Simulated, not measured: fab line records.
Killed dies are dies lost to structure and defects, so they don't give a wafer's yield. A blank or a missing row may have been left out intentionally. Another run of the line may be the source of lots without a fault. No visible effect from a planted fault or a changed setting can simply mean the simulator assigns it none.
fab line records	flow sky130
record lots=11	wafers=33	last_day=50
route steps=708 shown VIA1@478 VIA2@507 METAL3@533
lots with no fault: from the same line, run without faults
start_h: start of the lot's first displayed wafer, in hours after the record's first day	wait_h: how many hours have passed since the lot's step before this one	" repeats the value in the row above	L1.1+2: several wafers, shown together as one row	- no value, or no start was given	* or withheld: withheld	< > ~ a bound
route shown NAME@n: names a module that has steps shown in the file, with the first one's number in the route	usual: average and standard deviation across the fault-free wafers	same: alike in all rows	chamber/n: place in a boat	sites: per-site readings	_std_site: standard deviation of those values	_edge_site: mean of outer sites minus mean of inner sites	radius_mm: how far each site lies from the wafer's centre	mask NAME#n: copy n	behind: the last tool/chamber to shape the wafer	hold: the reason the lot was held/the length of the hold in hours/how it ended	device: names the non-switching transistor (n, p or np)	end of line: the tests these same wafers got at the end of their route	where a step has no rows: the recipe by itself	killed: not the wafer's yield, but the dies lost to structure and defects at the first sort	map: dies across one wafer; x = killed, . = not, _ = none there
set.NAME: setting as actually run; set.NAME@STEP: the setting as run at that earlier step	model.NAME: the simulator's own value behind a step, which no gauge read
one table for each step of the route and one row for each wafer, over a sample of lots
services: from which hour (start_h, from the record's first day; less than 0 if before it) a tool's chamber was out of use, for how many hours, and why
## steps
# step SKY_VIA1_SPUTTER_20
# recipe material=TiN	target_thk_nm=20	chamber_pressure_pa=5	power_w=4000	time_s=80
# usual chamber_pressure_pa=5.000/0.0097	throttle_valve_pct=29.8/0.92
# same time_s=80
lot.wafer	tool	chamber	start_h	wait_h	chamber_pressure_pa	throttle_valve_pct
L650.2	pvd_sputter-03	-	799.98	0.0	4.998	31.0
L650.5	"	-	"	"	5.016	29.0
L650.6	"	-	"	"	4.999	31.2
L651.1	pvd_sputter-02	-	806.10	0.0	5.001	29.0
L651.5	"	-	"	"	5.013	28.4
L651.6	"	-	"	"	4.994	28.9
L652.2	pvd_sputter-01	-	816.34	0.0	5.018	30.7
L652.4	"	-	"	"	5.015	28.8
L652.5	"	-	"	"	5.003	30.7
L654.2	pvd_sputter-01	-	827.42	0.0	5.014	28.9
L654.3	"	-	"	"	4.989	29.5
L654.4	"	-	"	"	4.982	30.9
L657.1	pvd_sputter-02	-	862.72	0.0	5.004	28.2
L657.5	"	-	"	"	4.999	29.1
L657.6	"	-	"	"	5.001	30.1
L659.2	pvd_sputter-01	-	871.50	0.0	5.007	30.6
L659.4	"	-	"	"	5.003	29.0
L659.5	"	-	"	"	4.991	30.2
L668.1	pvd_sputter-03	-	948.80	0.0	5.003	29.1
L668.2	"	-	"	"	5.012	30.1
L668.5	"	-	"	"	5.003	29.7
L669.3	pvd_sputter-01	-	950.03	0.0	5.003	29.1
L669.4	"	-	"	"	5.012	30.0
L669.5	"	-	"	"	4.997	28.8
L670.1	pvd_sputter-03	-	953.40	0.0	5.022	30.1
L670.2	"	-	"	"	4.989	31.0
L670.4	"	-	"	"	5.013	29.1
L671.4	pvd_sputter-02	-	956.77	0.0	4.988	29.6
L671.5	"	-	"	"	5.013	30.0
L671.6	"	-	"	"	5.007	29.0
L672.2	pvd_sputter-02	-	960.56	0.0	5.013	29.6
L672.3	"	-	"	"	5.002	28.9
L672.5	"	-	"	"	5.004	29.2
# step SKY_VIA2_HDPCVD_00
# recipe material=SiO2	target_thk_nm=1180	sigma_open_frac=0.3	time_s=196.7	temp_c=400	sih4_flow_sccm=60	pressure_mtorr=6
# usual pressure_mtorr=6.000/0.012	run_length_s=224.8/0.48
lot.wafer	tool	chamber	start_h	wait_h	pressure_mtorr	run_length_s
L650.2	hdpcvd-01	1	829.36	0.0	6.001	225.0
L650.5	"	2	"	"	6.012	225.4
L650.6	"	1	"	"	5.984	224.6
L651.1	hdpcvd-02	2	835.67	0.0	6.004	224.1
L651.5	"	0	"	"	6.002	226.1
L651.6	"	2	"	"	6.017	224.9
L652.2	hdpcvd-01	0	845.37	0.0	6.002	224.2
L652.4	"	0	"	"	5.987	224.7
L652.5	"	2	"	"	5.987	224.8
L654.2	hdpcvd-02	2	855.61	0.0	6.003	224.2
L654.3	"	1	"	"	6.010	224.6
L654.4	"	0	"	"	6.006	225.6
L657.1	hdpcvd-02	2	891.05	0.0	5.995	224.1
L657.5	"	2	"	"	6.004	224.2
L657.6	"	1	"	"	5.976	215.8
L659.2	hdpcvd-02	0	899.18	0.0	6.009	225.4
L659.4	"	1	"	"	6.013	216.0
L659.5	"	2	"	"	6.013	224.5
L668.1	hdpcvd-02	2	975.28	0.0	6.016	224.1
L668.2	"	1	"	"	6.002	224.6
L668.5	"	2	"	"	6.008	224.3
L669.3	hdpcvd-01	1	975.87	0.0	6.005	225.0
L669.4	"	2	"	"	6.001	224.7
L669.5	"	0	"	"	6.006	224.1
L670.1	hdpcvd-01	1	979.27	0.0	5.990	224.3
L670.2	"	0	"	"	5.992	224.8
L670.4	"	2	"	"	6.001	225.4
L671.4	hdpcvd-02	1	982.38	0.1	6.004	224.5
L671.5	"	0	"	"	5.988	225.5
L671.6	"	2	"	"	6.010	224.2
L672.2	hdpcvd-01	1	986.66	0.0	6.008	224.6
L672.3	"	2	"	"	5.994	225.5
L672.5	"	1	"	"	6.006	224.8
# step SKY_VIA2_THK_MEAS_01
# recipe reads=SiO2_of_VIA2_HDPCVD_00
# usual VIA2_HDPCVD_THK=1175/12
lot.wafer	tool	chamber	start_h	wait_h	hold	VIA2_HDPCVD_THK[nm]
L650.2	film_metro-04	-	829.50	0.1	-	1180
L650.5	"	-	"	"	-	1180
L650.6	"	-	"	"	-	1177
L651.1	film_metro-03	-	835.79	0.1	-	1161
L651.5	"	-	"	"	-	1178
L651.6	"	-	"	"	-	1171
L652.2	film_metro-04	-	845.50	0.1	-	1194
L652.4	"	-	"	"	-	1194
L652.5	"	-	"	"	-	1183
L654.2	film_metro-01	-	855.74	0.1	-	1157
L654.3	"	-	"	"	-	1178
L654.4	"	-	"	"	-	1167
L657.1	film_metro-03	-	891.17	0.1	await_dispo/0.2h/release	1176
L657.5	"	-	"	"	await_dispo/0.2h/release	1174
L657.6	"	-	"	"	await_dispo/0.2h/release	1122
L657.1	film_metro-03	-	891.40	0.2	-	1176
L657.5	"	-	"	"	-	1174
L657.6	"	-	"	"	-	1122
L659.2	film_metro-03	-	899.31	0.1	await_dispo/0.2h/release	1172
L659.4	"	-	"	"	await_dispo/0.2h/release	1103
L659.5	"	-	"	"	await_dispo/0.2h/release	1150
L659.2	film_metro-03	-	899.54	0.2	-	1171
L659.4	"	-	"	"	-	1104
L659.5	"	-	"	"	-	1149
L668.1	film_metro-01	-	975.41	0.1	-	1172
L668.2	"	-	"	"	-	1148
L668.5	"	-	"	"	-	1161
L669.3	film_metro-01	-	976.01	0.1	-	1163
L669.4	"	-	"	"	-	1182
L669.5	"	-	"	"	-	1183
L670.1	film_metro-04	-	979.40	0.1	-	1171
L670.2	"	-	"	"	-	1172
L670.4	"	-	"	"	-	1169
L671.4	film_metro-01	-	982.47	0.0	-	1166
L671.5	"	-	"	"	-	1182
L671.6	"	-	"	"	-	1174
L672.2	film_metro-01	-	986.79	0.1	-	1172
L672.3	"	-	"	"	-	1185
L672.5	"	-	"	"	-	1169
# step SKY_VIA2_ETCH_15
# recipe target=SiO2	chemistry=C4F8/O2/Ar	target_depth_nm=546	stop_on=TiN	mask_material=KrF-thick	source_w=1500	bias_w=1200	pressure_mtorr=40	c4f8_flow_sccm=withheld	O2_flow_sccm=6	Ar_flow_sccm=300	time_s=84
# usual oes_product_au=0.939/0.0047
# same time_s=84
lot.wafer	tool	chamber	start_h	wait_h	oes_product_au	rf_hours_counter_h
L650.2	rie_diel-01	2	856.51	0.0	0.945	19
L650.5	"	3	"	"	0.934	-
L650.6	"	0	"	"	0.949	-
L651.1	rie_diel-01	0	862.68	0.0	0.931	10
L651.5	"	3	"	"	0.941	-
L651.6	"	2	"	"	0.932	-
L652.2	rie_diel-04	1	872.03	0.0	0.941	8
L652.4	"	3	"	"	0.938	18
L652.5	"	2	"	"	0.943	-
L654.2	rie_diel-04	2	882.41	0.0	0.940	17
L654.3	"	1	"	"	0.929	9
L654.4	"	0	"	"	0.947	1
L657.1	rie_diel-03	2	916.76	0.0	0.939	1
L657.5	"	0	"	"	0.932	-
L657.6	"	3	"	"	0.946	-
L659.2	rie_diel-01	1	924.86	0.0	0.933	19
L659.4	"	2	"	"	0.944	21
L659.5	"	1	"	"	0.938	-
L668.1	rie_diel-04	3	999.56	0.0	0.935	22
L668.2	"	0	"	"	0.946	4
L668.5	"	0	"	"	0.939	-
L669.3	rie_diel-03	1	1000.13	0.0	0.937	13
L669.4	"	3	"	"	0.927	13
L669.5	"	3	"	"	0.942	-
L670.1	rie_diel-01	2	1003.96	0.0	0.931	24
L670.2	"	1	"	"	0.935	21
L670.4	"	3	"	"	0.935	9
L671.4	rie_diel-04	0	1006.16	0.0	0.941	4
L671.5	"	2	"	"	0.940	-
L671.6	"	1	"	"	0.941	-
L672.2	rie_diel-01	2	1010.66	0.0	0.937	24
L672.3	"	3	"	"	0.937	9
L672.5	"	1	"	"	0.942	-
# step SKY_METAL3_SPUTTER_01
# recipe material=TiN	target_thk_nm=20	power_w=6500	time_s=16.7	chamber_pressure_pa=0.4
# usual chamber_pressure_pa=0.4000/0.00082	throttle_valve_pct=29.7/0.78
# same time_s=16.7
lot.wafer	tool	chamber	start_h	wait_h	chamber_pressure_pa	throttle_valve_pct
L650.2	pvd_sputter-04	-	857.86	0.0	0.3982	29.7
L650.5	"	-	"	"	0.4004	31.0
L650.6	"	-	"	"	0.3999	28.8
L651.1	pvd_sputter-01	-	864.03	0.0	0.4009	29.9
L651.5	"	-	"	"	0.4002	29.1
L651.6	"	-	"	"	0.4009	30.2
L652.2	pvd_sputter-01	-	873.38	0.0	0.3988	29.4
L652.4	"	-	"	"	0.3997	30.8
L652.5	"	-	"	"	0.3994	30.2
L654.2	pvd_sputter-04	-	883.77	0.0	0.3997	30.8
L654.3	"	-	"	"	0.3996	28.9
L654.4	"	-	"	"	0.4000	29.4
L657.1	pvd_sputter-04	-	918.42	0.0	0.3984	31.1
L657.5	"	-	"	"	0.3993	29.8
L657.6	"	-	"	"	0.4002	29.7
L659.2	pvd_sputter-04	-	926.23	0.0	0.4012	28.9
L659.4	"	-	"	"	0.3993	28.6
L659.5	"	-	"	"	0.3997	30.7
L668.1	pvd_sputter-01	-	1001.21	0.0	0.4003	29.3
L668.2	"	-	"	"	0.3997	30.4
L668.5	"	-	"	"	0.3999	30.5
L669.3	pvd_sputter-02	-	1001.65	0.0	0.4004	29.5
L669.4	"	-	"	"	0.3999	27.9
L669.5	"	-	"	"	0.4004	28.1
L670.1	pvd_sputter-02	-	1005.34	0.0	0.4012	29.0
L670.2	"	-	"	"	0.4000	30.2
L670.4	"	-	"	"	0.3998	29.2
L671.4	pvd_sputter-04	-	1007.61	0.0	0.3978	30.6
L671.5	"	-	"	"	0.4007	29.7
L671.6	"	-	"	"	0.3996	28.7
L672.2	pvd_sputter-04	-	1012.10	0.0	0.4001	30.7
L672.3	"	-	"	"	0.4000	28.7
L672.5	"	-	"	"	0.4009	31.1
## services
tool	chamber	start_h	hours	kind
rie_diel-04	1	777.29	9.5	repair
pvd_sputter-04	-	780.42	2.2	repair
rie_diel-01	-	781.69	6.2	repair
pvd_sputter-01	-	791.37	15.1	repair
pvd_sputter-01	-	795.19	0.5	repair
rie_diel-01	3	800.19	2.0	repair
rie_diel-04	0	806.22	2.4	repair
pvd_sputter-04	-	814.06	4.8	repair
pvd_sputter-03	-	827.06	14.2	repair
pvd_sputter-03	-	834.33	1.8	repair
pvd_sputter-03	-	844.26	2.0	repair
pvd_sputter-03	-	852.36	2.8	repair
hdpcvd-01	-	866.40	14.6	pm
rie_diel-04	3	877.54	2.0	repair
hdpcvd-01	-	885.19	8.7	repair
pvd_sputter-04	-	888.09	2.7	repair
pvd_sputter-02	-	898.85	0.9	repair
pvd_sputter-03	-	907.52	4.1	repair
hdpcvd-01	1	946.74	6.6	repair
hdpcvd-01	-	950.25	15.0	pm
hdpcvd-01	1	955.89	8.7	repair
rie_diel-01	0	957.21	16.2	repair
rie_diel-01	1	966.90	7.1	repair
pvd_sputter-02	-	997.40	1.4	repair
## key
first_sign step=SKY_VIA2_HDPCVD_00	reading=run_length_s	direction=down	sigmas=18	usual=*	struck=*
effect step=SKY_VIA2_THK_MEAS_01	reading=visit	direction=added
effect step=SKY_VIA2_THK_MEAS_01	reading=VIA2_HDPCVD_THK	direction=down	sigmas=5.3	usual=1175	struck=1113
met_at SKY_VIA2_HDPCVD_00
struck_lots L657,L659
struck_wafers L657.6,L659.4
not_acting_at SKY_VIA1_SPUTTER_20,SKY_VIA2_ETCH_15,SKY_METAL3_SPUTTER_01
onset_between 855.61 891.05
fault kind=process_parameter_drift	tool=hdpcvd-02	chamber=1	onset_h=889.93	steps=SKY_VIA2_HDPCVD_00	channel=time_s	offset=*	shape=step	end_h=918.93	acts_in=*	stated=*
